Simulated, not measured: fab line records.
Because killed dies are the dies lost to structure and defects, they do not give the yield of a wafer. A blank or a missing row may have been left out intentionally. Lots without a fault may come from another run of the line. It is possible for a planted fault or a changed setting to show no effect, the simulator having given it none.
Split-lot study ; flow sfq-line ; 23 wafers read from 5 lots, route of 325 steps

## ON THE SPLIT
At SFQ_TRILAYER_M7_LITHO_EXPOSE_178 (exposes mask M7, target cd 500 nm), the setting dose-mj was moved away from the recipe's 14.4 on 5 of the 23 wafers read, by -5.2% to +2.6%. All remaining wafers had this setting at the recipe value.

## FROM THE SPLIT TO THE READING: what the file shows between them, 3 steps
- SFQ_TRILAYER_M7_LITHO_PEB_180: peb time 61.88 s
- SFQ_TRILAYER_M7_LITHO_DEVELOP_179: time 60 s
- SFQ_TRILAYER_M7_BARC_OPEN_METAL_ETCH_229: etches BARC in O2, target depth 125 nm, time 41.7 s

## THE READING
M7.cd-nm (the simulator's own value, which no gauge read), in nm, at SFQ_TRILAYER_M7_ETCH_METAL_ETCH_180 (etches Nb in Cl2/Ar, stops on SiO2, target depth 240 nm, time 120 s). There is no usual value for it anywhere in the file. The 18 wafers here that ran the recipe average 494.1 nm, standard deviation 1.9 nm.

wafer;tool, chamber at the split;dose-mj as run;against the recipe;M7.cd-nm, nm;against lot-mates on the recipe
L075.1;krf-scanner-02, 0;14.4;recipe;492;-
L075.2;krf-scanner-02, 0;14.4;recipe;494.1;-
L075.3;krf-scanner-02, 0;14.4;recipe;489.5;-
L075.4;krf-scanner-02, 0;14.4;recipe;493.6;-
L075.5;krf-scanner-02, 0;14.4;recipe;493.6;-
L076.1;krf-scanner-02, 0;14.77;+2.6%;489.2;-3.8
L076.2;krf-scanner-02, 0;14.4;recipe;494.1;-
L076.4;krf-scanner-02, 0;14.77;+2.6%;489.6;-3.4
L076.5;krf-scanner-02, 0;14.4;recipe;493.5;-
L076.6;krf-scanner-02, 0;14.4;recipe;491.3;-
L077.1;krf-scanner-02, 0;14.4;recipe;494.2;-
L077.2;krf-scanner-02, 0;14.4;recipe;494.6;-
L077.3;krf-scanner-02, 0;14.4;recipe;494.6;-
L077.4;krf-scanner-02, 0;14.4;recipe;494.5;-
L077.5;krf-scanner-02, 0;14.4;recipe;493.4;-
L082.2;krf-scanner-01, 0;14.4;recipe;497.9;-
L082.3;krf-scanner-01, 0;14.4;recipe;496.8;-
L082.4;krf-scanner-01, 0;13.65;-5.2%;506.2;+8.8
L082.5;krf-scanner-01, 0;13.65;-5.2%;506.3;+8.9
L082.6;krf-scanner-01, 0;13.65;-5.2%;506;+8.6
L083.2;krf-scanner-01, 0;14.4;recipe;496.3;-
L083.3;krf-scanner-01, 0;14.4;recipe;494.3;-
L083.6;krf-scanner-01, 0;14.4;recipe;496.3;-

FIT RESULTS
A straight line over all 23 wafers: M7.cd-nm changes by -2.23 nm for each +1% of dose-mj; r = -0.93; the points scatter about the line by 1.8 nm.
The same after taking each lot's own level away (the mean of its wafers on the recipe; 23 wafers): -1.64 nm for each +1%; r = -0.95; scatter 1.1 nm.
Per that fit: largest dose-mj move, reading shift of 8.5 nm.
Measured against the standard deviation above, the lots' own levels, which go from 492.56 to 497.35 nm, span 2.5 times it.
So the slope is not independent of the lot-to-lot level: the two fits are not the same.
Check: with one of the wafers moved furthest among these (-5.2%) left out of the fit, the line predicts +8.54 nm for it against its lot-mates. It came out at +8.85 nm against them.

## OTHER SPLITS ON THESE WAFERS
These wafers also went through other splits before the reading. Each is held against what the fit with the lots' levels taken away leaves over:
other split on the same wafers;wafers away from the commonest value;r with M7.cd-nm (lot level and that fit taken away)
SFQ_TRILAYER_I6_VIA_LITHO_PEB_172 peb-temp-c;11;-0.01
SFQ_TRILAYER_M7_LITHO_COAT_182 resist-thk-nm;6;-0.01

## THE WHOLE CHAIN: every reading that the file lists as answering this split, in the file's order
step;what it does;reading;change (the file's fit);r (the file's)
SFQ_TRILAYER_M7_BARC_OPEN_METAL_ETCH_229;etches BARC in O2, target depth 125 nm, time 41.7 s;M7.cd-nm (the simulator's own value, which no gauge read);-1.78 nm for each +1% of the setting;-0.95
SFQ_TRILAYER_M7_ETCH_METAL_ETCH_180;etches Nb in Cl2/Ar, stops on SiO2, target depth 240 nm, time 120 s;M7.cd-nm (the simulator's own value, which no gauge read);-1.64 nm for each +1% of the setting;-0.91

## FILE'S OWN FIT
M7.cd-nm changes by -1.64 nm for each +1% of dose-mj, r = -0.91.
